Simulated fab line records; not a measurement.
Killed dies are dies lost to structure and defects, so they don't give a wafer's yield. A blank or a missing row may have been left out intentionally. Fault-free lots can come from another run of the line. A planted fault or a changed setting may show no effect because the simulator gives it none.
Problem report, 8D (eight disciplines) form, completed by code | flow sky130 | the parts of the form that need people (team, actions taken, sign-off) are left out

## 1. PROBLEM STATEMENT
Wafers without a fault read 1200 W, standard deviation 3.7; bias w at SKY_VIA1_ETCH_15 reads a mean of 1234 W on 2 wafers belonging to 2 lots. That is +9.1 standard deviations from the usual mean.
The step: etches SiO2 in C4F8/O2/Ar, stops on TiN, target depth 351 nm, time 54 s.
The first sign was on wafer L858.3 at day 38 08:55, on rie diel-01. At this step, 36 wafers from 12 lots have a number in the record. Rule for "out" (also "out of limits"): further than 4 standard deviations from the usual mean. The rest of the wafers with a number are treated as sound.

## 2. WHAT IT IS AND WHAT IT IS NOT
question                    | is                | is not
which readings at this step | bias w            | oes product au
which lots                  | L858, L859        | L845, L846, L847, L848, L849, L851, L852, L853, L864, L867
which wafers of those lots  | L858.3, L859.3    | L858.1, L858.6, L859.1, L859.5
read on which tools         | rie diel-01       | rie diel-02, rie diel-04
when                        | from day 38 08:55 | up to then (26 sound wafers); but 8 sound wafers of L859, L864, L867 came after

## 3. WHAT RULES OUT EACH SUSPECT
Counting: a tool at a process step up to the reading stays a suspect if it ran every lot that is out. Sound lots after the first of them don't rule it out here, since some wafers of a struck lot are sound.
- rie diel-01 at SKY_VIA1_ETCH_15 (etches SiO2 in C4F8/O2/Ar, stops on TiN, target depth 351 nm, time 54 s): kept. It ran every lot that is out, first L858 (day 38 08:55); its last sound lot up to then is L852 (day 36 14:43). On those wafers its own readings are out: bias w.
- At SKY_VIA1_ETCH_15, inside rie diel-01: chamber 0 took the wafers that are out, while their sound lot-mates went through chambers 1, 3.
Remaining after the count: rie diel-01 at SKY_VIA1_ETCH_15.

## 4. THE CAUSE (what the simulator had put in)
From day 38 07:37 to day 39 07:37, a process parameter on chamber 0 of rie diel-01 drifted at SKY_VIA1_ETCH_15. Setting bias w, moved by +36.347, from 1200. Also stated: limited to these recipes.
Only this tool survived the counting.

## 5. SEQUENCE OF EFFECTS, ordered by route
Each row: a reading whose mean over the struck wafers that have a number lies more than 3 standard deviations from the usual. Only readings whose record carries a usual standard deviation are examined. hours: median over the lots of the time between each lot's start at the first step of this table that gives one and its start at this step. sigmas: the change, counted in usual standard deviations.
hours | step             | reading | usual  | on struck wafers | change | sigmas
0     | SKY_VIA1_ETCH_15 | bias w  | 1200 W | 1234             | +34    | +9.1
Here are the process steps it includes:
- SKY_VIA1_ETCH_15: etches SiO2 in C4F8/O2/Ar, stops on TiN, target depth 351 nm, time 54 s.
At these later measuring or inspecting steps, every struck wafer for which the step has a row has a number for every such reading, and none has moved that far: SKY_VIA1_RS_MEAS_22.

## 6. HOW IT WOULD HAVE BEEN CAUGHT EARLIER
In this record the first reading out of limits was taken at day 38 08:55, 1 hour after the fault began at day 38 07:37.
